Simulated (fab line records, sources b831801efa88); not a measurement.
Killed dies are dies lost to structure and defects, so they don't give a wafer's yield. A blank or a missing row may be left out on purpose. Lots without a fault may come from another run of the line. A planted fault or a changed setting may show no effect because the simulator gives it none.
Which tool did it? | flow gf180mcu | 11 lots, 33 wafers sampled, at 5 steps of a route of 602

WHAT THE GAUGES READ, wafer by wafer
GF_V4_BOW_MEAS_05. Usual: V4_BOW 132 um, standard deviation 9.2.
lot  | measured     | on            | V4_BOW (um) | flag
L916 | day 25 06:02 | film_metro-02 | 141 149 145 |
L919 | day 26 06:16 | film_metro-03 | 128 136 134 |
L922 | day 27 13:33 | film_metro-04 | 130 130 131 |
L923 | day 27 16:22 | film_metro-03 | 131 133 139 |
L924 | day 27 17:46 | film_metro-03 | 127 130 129 |
L925 | day 28 02:03 | film_metro-03 | 138 134 127 |
L926 | day 28 11:17 | film_metro-03 | 116 131 106 |
L927 | day 28 20:20 | film_metro-04 | 149 140 132 |
L930 | day 29 13:00 | film_metro-03 | 130 126 136 |
L933 | day 30 06:43 | film_metro-03 | 134 125 119 |
L934 | day 30 14:38 | film_metro-04 | 122 122 130 |

GF_V5_RS_MEAS_24: measures by four-point-probe. Usual: V5_W_RS 0.3285 ohm/sq, standard deviation 0.0028.
lot  | measured     | on            | V5_W_RS (ohm/sq)                          | flag
L916 | day 28 18:20 | film_metro-01 | 0.3265 0.3286 0.3300                      |
L919 | day 29 17:07 | film_metro-01 | 0.3294 0.3343 0.3291                      |
L922 | day 30 22:24 | film_metro-03 | 0.3356 0.3250 0.3310                      |
L923 | day 31 01:06 | film_metro-03 | 0.3275 0.3312 0.3282 0.3281 0.3299 0.3285 |
L924 | day 31 01:13 | film_metro-01 | 0.3239 0.3282 0.3281 0.3235 0.3282 0.3278 |
L925 | day 31 09:24 | film_metro-01 | 0.3320 0.3332 0.3298 0.3313 0.3323 0.3302 |
L926 | day 31 17:44 | film_metro-01 | 0.3274 0.3275 0.3258                      |
L927 | day 32 02:23 | film_metro-01 | 0.3285 0.3264 0.3303                      |
L930 | day 32 15:53 | film_metro-03 | 0.3269 0.3266 0.3277                      |
L933 | day 33 07:46 | film_metro-02 | 0.3293 0.3246 0.3290                      |
L934 | day 33 12:46 | film_metro-02 | 0.3292 0.3327 0.3252                      |

GF_TOP_METAL_THK_MEAS_06: measures by xrf. Usual: TOP_METAL_ALCU_THK 907 nm, standard deviation 14.
lot  | measured     | on            | TOP_METAL_ALCU_THK (nm) | flag
L916 | day 28 19:09 | film_metro-01 | 896 914 902             |
L919 | day 29 17:56 | film_metro-04 | 907 909 904             |
L922 | day 30 23:13 | film_metro-04 | 907 892 894             |
L923 | day 31 06:32 | film_metro-04 | 912 907 921             |
L924 | day 31 07:29 | film_metro-04 | 884 874 885             |
L925 | day 31 14:20 | film_metro-03 | 907 910 882             |
L926 | day 31 18:33 | film_metro-04 | 925 905 917             |
L927 | day 32 03:13 | film_metro-01 | 895 896 900             |
L930 | day 32 16:43 | film_metro-03 | 888 891 897             |
L933 | day 33 08:35 | film_metro-03 | 895 900 889             |
L934 | day 33 13:35 | film_metro-04 | 924 931 919             |

WHICH TOOL RAN EACH LOT (tool, then ch and the chambers of the sampled wafers, then the start)
lot  | GF_M5_STRIP_11                       | GF_V5_SPUTTER_21
L916 | plasma_asher-02 ch 0,1, day 27 21:05 | pvd_sputter-04, day 28 18:07
L919 | plasma_asher-03 ch 1, day 28 19:42   | pvd_sputter-02, day 29 16:53
L922 | plasma_asher-02 ch 0,1, day 30 01:51 | pvd_sputter-02, day 30 22:11
L923 | plasma_asher-02 ch 0,1, day 30 04:07 | pvd_sputter-04, day 31 00:53
L924 | plasma_asher-03 ch 0,1, day 30 05:04 | pvd_sputter-03, day 31 01:01
L925 | plasma_asher-03 ch 0,1, day 30 13:41 | pvd_sputter-04, day 31 09:09
L926 | plasma_asher-03 ch 0,1, day 30 22:19 | pvd_sputter-02, day 31 17:31
L927 | plasma_asher-04 ch 0,1, day 31 07:22 | pvd_sputter-03, day 32 02:11
L930 | plasma_asher-02 ch 0,1, day 31 20:55 | pvd_sputter-04, day 32 15:41
L933 | plasma_asher-02 ch 0,1, day 32 13:50 | pvd_sputter-03, day 33 07:31
L934 | plasma_asher-02 ch 0,1, day 32 18:49 | pvd_sputter-04, day 33 12:32
- GF_M5_STRIP_11: strips in O2/N2.
- GF_V5_SPUTTER_21: material Ti, target thk 15 nm, time 80.02 s.

WHAT THE TOOLS THEMSELVES READ (means of the sampled wafers that have a number; where no wafer has one, the mark that the record gives instead)
GF_M5_STRIP_11. Usual: drypump_motor_current_A 5.8 A, standard deviation 0.37; heater_power_w 321 W, standard deviation 14; n2_flow_sccm 300.0 sccm, standard deviation 0.84; oes_product_au 0.525 a.u., standard deviation 0.0053; strip_time_to_endpoint_s 7.06 s, standard deviation 0.069.
lot  | tool            | drypump_motor_current_A (A) | heater_power_w (W) | n2_flow_sccm (sccm) | oes_product_au (a.u.) | strip_time_to_endpoint_s (s) | flag
L916 | plasma_asher-02 | 5.6                         | 337                | 298.9               | 0.525                 | 7.11                         |
L919 | plasma_asher-03 | 5.8                         | 311                | 301.5               | 0.522                 | 7.06                         |
L922 | plasma_asher-02 | 5.6                         | 344                | 300.9               | 0.526                 | 7.00                         |
L923 | plasma_asher-02 | 5.6                         | 338                | 299.9               | 0.523                 | 7.06                         |
L924 | plasma_asher-03 | 5.9                         | 307                | 299.5               | 0.526                 | 7.08                         |
L925 | plasma_asher-03 | 5.9                         | 315                | 300.5               | 0.525                 | 7.03                         |
L926 | plasma_asher-03 | 5.9                         | 313                | 299.4               | 0.532                 | 7.16                         |
L927 | plasma_asher-04 | 5.3                         | 311                | 300.3               | 0.528                 | 7.05                         |
L930 | plasma_asher-02 | 5.6                         | 342                | 299.7               | 0.524                 | 7.15                         |
L933 | plasma_asher-02 | 5.6                         | 342                | 299.4               | 0.526                 | 7.13                         |
L934 | plasma_asher-02 | 5.6                         | 338                | 300.3               | 0.518                 | 6.98                         |

GF_V5_SPUTTER_21. Usual: cathode_dc_power_W 2500.0 W, standard deviation 0.42; chamber_pressure_pa 4.999 Pa, standard deviation 0.012; throttle_valve_pct 30.5 %, standard deviation 0.83.
lot  | tool           | cathode_dc_power_W (W) | chamber_pressure_pa (Pa) | throttle_valve_pct (%) | flag
L916 | pvd_sputter-04 | 2499.9                 | 4.996                    | 31.6                   |
L919 | pvd_sputter-02 | 2500.2                 | 4.992                    | 30.5                   |
L922 | pvd_sputter-02 | 2500.1                 | 4.994                    | 30.6                   |
L923 | pvd_sputter-04 | -                      | -                        | -                      | OFF
L924 | pvd_sputter-03 | -                      | -                        | -                      | OFF
L925 | pvd_sputter-04 | -                      | -                        | -                      | OFF
L926 | pvd_sputter-02 | 2499.8                 | 5.004                    | 30.5                   |
L927 | pvd_sputter-03 | 2500.2                 | 4.987                    | 30.3                   |
L930 | pvd_sputter-04 | 2499.8                 | 5.004                    | 30.3                   |
L933 | pvd_sputter-03 | 2499.7                 | 5.015                    | 29.9                   |
L934 | pvd_sputter-04 | 2500.1                 | 4.994                    | 30.6                   |

THE ANSWER, worked out from the rows above alone
Rule: a lot is off if the mean of its wafers that have a number lies more than 3 standard deviations from the usual mean. A lot without any number at a reading at which 4 lots or more have one is off too. The other lots that the step has rows for count as sound. The gauges are gone through in route order, then the tools' own readings, and for those a lot's mean is taken as printed above. The first step at which some lot is off is used, and at that step the reading that is off furthest; a lot without a number counts as furthest.
Off: L923, L924, L925, at GF_V5_SPUTTER_21 (cathode_dc_power_W). Without a number there: L923, L924, L925.
A tool fits if, at that step or a process step before it, it ran every lot that is off, and no sound lot after the first of them. None of those tried fits.

WHAT THE SIMULATOR HAD PUT IN
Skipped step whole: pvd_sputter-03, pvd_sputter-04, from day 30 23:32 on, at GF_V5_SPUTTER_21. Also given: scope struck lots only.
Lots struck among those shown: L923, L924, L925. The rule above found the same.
